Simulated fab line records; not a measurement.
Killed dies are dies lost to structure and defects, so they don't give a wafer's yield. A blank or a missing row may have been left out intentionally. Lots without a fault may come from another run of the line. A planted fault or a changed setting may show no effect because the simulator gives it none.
Problem report, 8D (eight disciplines) form, completed by code | flow sfq_line | the parts of the form that need people (team, actions taken, sign-off) are left out

1. WHAT WENT WRONG
M1_NB_RS at SFQ_M1_RS_MEAS_909 reads a mean of 0.506 ohm/sq on 2 wafers of 2 lots; wafers without a fault read 0.889 ohm/sq with a standard deviation of 0.0093. Measured from the usual mean, that is -41 standard deviations.
The step: measures by four-point-probe.
Earliest sighting: wafer L550.5 on film_metro-01 at day 23 04:59. The record holds 42 wafers of 14 lots with a number at this step. Rule for "out" (also "out of limits"): further than 4 standard deviations from the usual mean. The rest of the wafers with a number are treated as sound.

2. WHAT IT IS, AND WHAT IT ISN'T
question                    | is                           | is not
which readings at this step | M1_NB_RS                     | -
which lots                  | L550, L551                   | L539, L540, L541, L545, L553, L554, L555, L558, L559, L560, L561, L562
which wafers of those lots  | L550.5, L551.5               | L550.2, L550.6, L551.2, L551.3
read on which gauges        | film_metro-01, film_metro-03 | film_metro-04
when                        | from day 23 04:59            | up to then (14 sound wafers); but 26 sound wafers of L551, L553, L554, L555, L558, L559, L560, L561, L562 came after

3. SUSPECTS, AND WHAT RULES EACH OUT
Counting: a tool at a process step up to the reading stays a suspect if it ran every lot that is out. Sound lots after the first of them don't rule it out here, since some wafers of a struck lot are sound.
- ruled out: the gauge at SFQ_M1_RS_MEAS_909. The wafers that are out were read on 2 gauges (film_metro-01, film_metro-03).
- rie_metal-01 at SFQ_TRILAYER_L0_ETCH_METAL_ETCH_008 (etches MoNx KI in SF6/O2, stops on SiO2, target depth 50 nm, time 25 s): kept. It ran every lot that is out, first L550 (day 7 03:41).
- pvd_sputter-05 at SFQ_TRILAYER_M1_DEP_SPUTTER_037 (material Nb, target thk 200 nm, time 133.3 s): kept. Every lot that is out went through it, the first being L550 (day 23 04:52); the last sound lot it ran before that was L541 (day 18 21:20).
What counting leaves: rie_metal-01 at SFQ_TRILAYER_L0_ETCH_METAL_ETCH_008 and pvd_sputter-05 at SFQ_TRILAYER_M1_DEP_SPUTTER_037.

4. THE CAUSE (what the simulator had put in)
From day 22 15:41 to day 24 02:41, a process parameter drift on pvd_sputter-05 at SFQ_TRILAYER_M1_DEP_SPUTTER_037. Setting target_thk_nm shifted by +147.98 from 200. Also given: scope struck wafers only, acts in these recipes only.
After counting, 2 suspects remain, this tool included.

5. THE EFFECT CHAIN, in route order
Each row: a reading whose mean over the struck wafers that have a number lies more than 3 standard deviations from the usual. Only readings whose record carries a usual standard deviation are examined. hours: median over the lots of the time between each lot's start at the first step of this table that gives one and its start at this step. sigmas: the change, counted in usual standard deviations.
hours | step                                | reading        | usual        | on struck wafers | change | sigmas
0     | SFQ_M1_RS_MEAS_909                  | M1_NB_RS       | 0.889 ohm/sq | 0.506            | -0.383 | -41
136   | SFQ_TRILAYER_M1_ETCH_METAL_ETCH_042 | oes_product_au | 0.894 a.u.   | 1.001            | +0.107 | +14
It contains these process steps:
- SFQ_TRILAYER_M1_ETCH_METAL_ETCH_042: etches Nb in Cl2/Ar, stops on SiO2, target depth 240 nm, time 120 s.
Later steps that measure or inspect, where all struck wafers having a row at the step show a number for every such reading and not one has moved that far: SFQ_I1_OVL_MEAS_913.

6. HOW IT WOULD HAVE BEEN CAUGHT EARLIER
Counted from the fault's start at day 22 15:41, it took 13 hours until the first out-of-limits reading at a measuring or inspecting step in this record, taken at day 23 04:59.
An alarm limit of 4 standard deviations would not have fired on the tool readings at SFQ_TRILAYER_M1_DEP_SPUTTER_037 for which the record gives a usual standard deviation, since none of them was out on any struck wafer.
Of the lots that are out (2), L551 began SFQ_TRILAYER_M1_DEP_SPUTTER_037 on pvd_sputter-05 after day 23 04:59. Holding the tool at that time would have saved it.
